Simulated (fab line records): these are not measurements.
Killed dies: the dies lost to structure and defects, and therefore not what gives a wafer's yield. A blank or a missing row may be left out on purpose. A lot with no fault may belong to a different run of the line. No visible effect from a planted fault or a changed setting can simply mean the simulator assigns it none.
Matching of chambers ; flow sfq line ; 4 sister chambers for SFQ_TRILAYER_I5_BARC_OPEN_VIA_ETCH_200 on rie diel-02
The step etches BARC in O2, target depth 125 nm, time 41.7 s. 4 wafers are shown with their chamber, then 7 later ones without.

WAFERS PAIRED WITH THEIR CHAMBERS
wafer;chamber;drypump motor current A (A)
L831.5;3;5.3
L835.1;0;6.0
L835.6;2;5.7
L837.5;1;6.6

WAFERS MISSING THEIR CHAMBER
wafer;drypump motor current A (A)
L837.6;5.7
L840.2;6.7
L840.5;6.7
L840.6;5.8
L842.2;5.3
L842.3;6.0
L842.4;6.7

WHICH CHAMBER EACH ONE RAN IN
wafer;from the rows above;in truth
L837.6;2;2
L840.2;1;1
L840.5;1;1
L840.6;can't be placed: 2 or 0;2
L842.2;3;3
L842.3;0;0
L842.4;1;1
Correctly placed: 6 of 7. Can't be placed from these rows: 1 (the true chamber is among the candidates in 1). Number placed wrongly: 0.
How it was worked out, from the rows above alone: a wafer's distance from a chamber is the root of the sum, over the readings, of the square of ((its reading less the chamber's mean) divided by the reading's scatter). If the next closest chamber is less than 2 further off than the closest, the wafer can't be placed; otherwise it belongs to the closest. A chamber's mean is the mean of its shown wafers. The scatter: with one shown wafer a chamber, the root of the mean of the squares of how far each hidden wafer lies from its nearest shown one.
